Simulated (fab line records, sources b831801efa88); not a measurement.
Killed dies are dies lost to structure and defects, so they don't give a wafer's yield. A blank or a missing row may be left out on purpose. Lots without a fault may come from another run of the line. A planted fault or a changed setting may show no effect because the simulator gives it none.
Which tool did it? | flow sky130 | 13 lots, 39 wafers sampled, at 5 steps of a route of 708

WHAT THE GAUGES READ, wafer by wafer
SKY_SONOS_TUNNEL_TW_MEAS_12. Usual: SONOS_TUNNEL_TW 197.2, standard deviation 2.
lot  | measured     | on            | SONOS_TUNNEL_TW   | flag
L178 | day 11 06:13 | film_metro-02 | 200.8 198.5 200.3 |
L179 | day 11 16:42 | film_metro-03 | 197.2 197.8 197.4 |
L182 | day 12 19:07 | film_metro-02 | 199.8 199.8 200.6 |
L184 | day 13 04:06 | film_metro-02 | 201.1 200.1 202.1 |
L185 | day 13 12:58 | film_metro-01 | 194.6 195.0 194.7 |
L186 | day 14 09:52 | film_metro-02 | 199.9 198.9 200.1 |
L188 | day 14 18:09 | film_metro-03 | 196.9 196.8 197.0 |
L187 | day 14 19:53 | film_metro-01 | 195.6 195.5 196.5 |
L192 | day 16 00:43 | film_metro-02 | 198.3 199.4 198.5 |
L195 | day 16 20:56 | film_metro-03 | 198.5 198.1 197.8 |
L198 | day 17 23:11 | film_metro-03 | 196.7 196.4 197.1 |
L197 | day 18 06:29 | film_metro-02 | 199.4 200.2 200.2 |
L200 | day 18 13:50 | film_metro-03 | 197.7 197.3 197.5 |

SKY_SONOS_ONO_OVL_MEAS_14. Usual: SONOS_ONO_OVL -1.1 nm, standard deviation 1.4.
lot  | measured     | on         | SONOS_ONO_OVL (nm) | flag
L178 | day 12 12:14 | overlay-02 | -0.7 -0.4 -2.2     |
L179 | day 12 21:17 | overlay-02 | -2.7 -2.0 -1.0     |
L182 | day 14 00:50 | overlay-01 | -0.5 0.7 -0.3      |
L184 | day 14 10:14 | overlay-02 | -1.5 0.7 -0.2      |
L185 | day 14 21:02 | overlay-01 | 0.6 -1.3 0.9       |
L186 | day 15 22:17 | overlay-01 | -1.1 -2.2 -2.3     |
L188 | day 16 02:53 | overlay-02 | -2.8 -1.8 -2.6     |
L187 | day 16 06:05 | overlay-01 | 1.2 -0.9 -0.3      |
L192 | day 17 12:18 | overlay-01 | -0.5 0.1 0.3       |
L195 | day 18 08:11 | overlay-01 | 0.1 -1.1 -0.7      |
L198 | day 19 10:14 | overlay-02 | -0.4 0.6 -0.5      |
L197 | day 19 17:59 | overlay-02 | -2.0 -1.9 -2.2     |
L200 | day 20 02:50 | overlay-02 | 1.5 -0.3 -1.9      |

SKY_POLY_GATE_CD_MEAS_13: target cd 150 nm. Usual: cd_nm 149.9 nm, standard deviation 1.2.
lot  | measured     | on        | cd_nm (nm)        | flag
L178 | day 16 08:37 | cd_sem-01 | 150.9 151.3 150.5 |
L179 | day 16 14:26 | cd_sem-01 | 149.9 149.6 148.8 |
L182 | day 17 23:07 | cd_sem-01 | 149.7 147.9 148.5 |
L184 | day 18 08:34 | cd_sem-02 | 150.3 149.6 150.9 |
L185 | day 18 18:04 | cd_sem-01 | 150.1 151.0 152.6 |
L186 | day 19 23:23 | cd_sem-01 | 148.7 150.8 149.8 |
L188 | day 20 03:42 | cd_sem-02 | 151.9 152.7 152.4 |
L187 | day 20 09:33 | cd_sem-01 | 148.4 148.5 149.2 |
L192 | day 21 17:09 | cd_sem-01 | 148.4 147.3 150.2 |
L195 | day 22 13:44 | cd_sem-01 | 152.1 149.4 150.3 |
L198 | day 23 13:01 | cd_sem-02 | 150.4 148.9 149.2 |
L197 | day 23 22:37 | cd_sem-02 | 150.4 149.1 151.3 |
L200 | day 24 05:25 | cd_sem-01 | 151.7 151.6 151.2 |

WHICH TOOL RAN EACH LOT (tool, then ch and the chambers of the sampled wafers, then the start)
lot  | SKY_GATE_OXIDE_SOFTBAKE_06        | SKY_GATE_OXIDE_STRIP_13
L178 | litho_track-01 ch 0, day 13 03:58 | plasma_asher-03 ch 0,1, day 13 16:33
L179 | litho_track-04 ch 0, day 13 11:37 | plasma_asher-02 ch 1, day 14 00:50
L182 | litho_track-02 ch 0, day 14 17:08 | plasma_asher-03 ch 0,1, day 15 07:02
L184 | litho_track-01 ch 0, day 15 02:19 | plasma_asher-03 ch 0,1, day 15 16:25
L185 | litho_track-01 ch 0, day 15 12:37 | plasma_asher-02 ch 0,1, day 16 01:58
L186 | litho_track-04 ch 0, day 16 14:43 | plasma_asher-02 ch 0,1, day 17 04:28
L188 | litho_track-01 ch 0, day 16 19:25 | plasma_asher-02 ch 0,1, day 17 09:50
L187 | litho_track-04 ch 0, day 16 22:40 | plasma_asher-01 ch 0,1, day 17 13:36
L192 | litho_track-04 ch 0, day 18 05:40 | plasma_asher-03 ch 0,1, day 18 21:35
L195 | litho_track-02 ch 0, day 19 01:31 | plasma_asher-01 ch 0,1, day 19 16:49
L198 | litho_track-01 ch 0, day 20 03:59 | plasma_asher-01 ch 0,1, day 20 19:21
L197 | litho_track-01 ch 0, day 20 11:37 | plasma_asher-01 ch 0,1, day 21 03:03
L200 | litho_track-01 ch 0, day 20 20:10 | plasma_asher-02 ch 0,1, day 21 12:26
- SKY_GATE_OXIDE_SOFTBAKE_06: time 60 s.
- SKY_GATE_OXIDE_STRIP_13: strips in O2/N2.

WHAT THE TOOLS THEMSELVES READ (means of the sampled wafers that have a number; where no wafer has one, the mark that the record gives instead)
SKY_GATE_OXIDE_SOFTBAKE_06. Usual: heater_power_total_W 56.59 W, standard deviation 0.047; plate_temp_C 90.01 C, standard deviation 0.12.
lot  | tool           | heater_power_total_W (W) | plate_temp_C (C) | flag
L178 | litho_track-01 | 56.60                    | 90.14            |
L179 | litho_track-04 | 56.59                    | 89.99            |
L182 | litho_track-02 | 56.67                    | 90.02            |
L184 | litho_track-01 | 56.58                    | 89.89            |
L185 | litho_track-01 | 67.29                    | 101.74           | OFF
L186 | litho_track-04 | 56.56                    | 89.96            |
L188 | litho_track-01 | 67.32                    | 102.00           | OFF
L187 | litho_track-04 | 56.54                    | 89.94            |
L192 | litho_track-04 | 56.63                    | 89.89            |
L195 | litho_track-02 | 56.61                    | 90.02            |
L198 | litho_track-01 | 56.61                    | 90.26            |
L197 | litho_track-01 | 56.54                    | 89.97            |
L200 | litho_track-01 | 56.62                    | 89.91            |

SKY_GATE_OXIDE_STRIP_13. Usual: chamber_pressure_mTorr 1500.1 mTorr, standard deviation 1.4; drypump_motor_current_A 5.7 A, standard deviation 0.48; oes_product_au 0.716 a.u., standard deviation 0.0046; strip_time_to_endpoint_s 14.18 s, standard deviation 0.043.
lot  | tool            | chamber_pressure_mTorr (mTorr) | drypump_motor_current_A (A) | oes_product_au (a.u.) | strip_time_to_endpoint_s (s) | flag
L178 | plasma_asher-03 | 1498.7                         | 5.8                         | 0.721                 | 14.16                        |
L179 | plasma_asher-02 | 1499.6                         | 5.8                         | 0.719                 | 14.22                        |
L182 | plasma_asher-03 | 1499.4                         | 6.0                         | 0.720                 | 14.20                        |
L184 | plasma_asher-03 | 1501.0                         | 5.8                         | 0.712                 | 14.15                        |
L185 | plasma_asher-02 | 1499.2                         | 5.1                         | 0.717                 | 13.74                        | OFF
L186 | plasma_asher-02 | 1500.0                         | 5.5                         | 0.717                 | 14.18                        |
L188 | plasma_asher-02 | 1499.2                         | 5.1                         | 0.720                 | 13.76                        | OFF
L187 | plasma_asher-01 | 1499.5                         | 6.1                         | 0.718                 | 14.19                        |
L192 | plasma_asher-03 | 1499.9                         | 5.8                         | 0.715                 | 14.27                        |
L195 | plasma_asher-01 | 1500.5                         | 6.1                         | 0.718                 | 14.19                        |
L198 | plasma_asher-01 | 1500.6                         | 6.1                         | 0.716                 | 14.18                        |
L197 | plasma_asher-01 | 1501.3                         | 5.9                         | 0.717                 | 14.19                        |
L200 | plasma_asher-02 | 1499.3                         | 5.5                         | 0.714                 | 14.25                        |

THE ANSWER, worked out from the rows above alone
Rule: a lot is off if the mean of its wafers that have a number lies more than 3 standard deviations from the usual mean. A lot without any number at a reading at which 4 lots or more have one is off too. The other lots that the step has rows for count as sound. The gauges are gone through in route order, then the tools' own readings, and for those a lot's mean is taken as printed above. The first step at which some lot is off is used, and at that step the reading that is off furthest; a lot without a number counts as furthest.
Off: L185, L188, at SKY_GATE_OXIDE_SOFTBAKE_06 (heater_power_total_W).
A tool fits if, at that step or a process step before it, it ran every lot that is off, and no sound lot after the first of them. None of those tried fits.

WHAT THE SIMULATOR HAD PUT IN
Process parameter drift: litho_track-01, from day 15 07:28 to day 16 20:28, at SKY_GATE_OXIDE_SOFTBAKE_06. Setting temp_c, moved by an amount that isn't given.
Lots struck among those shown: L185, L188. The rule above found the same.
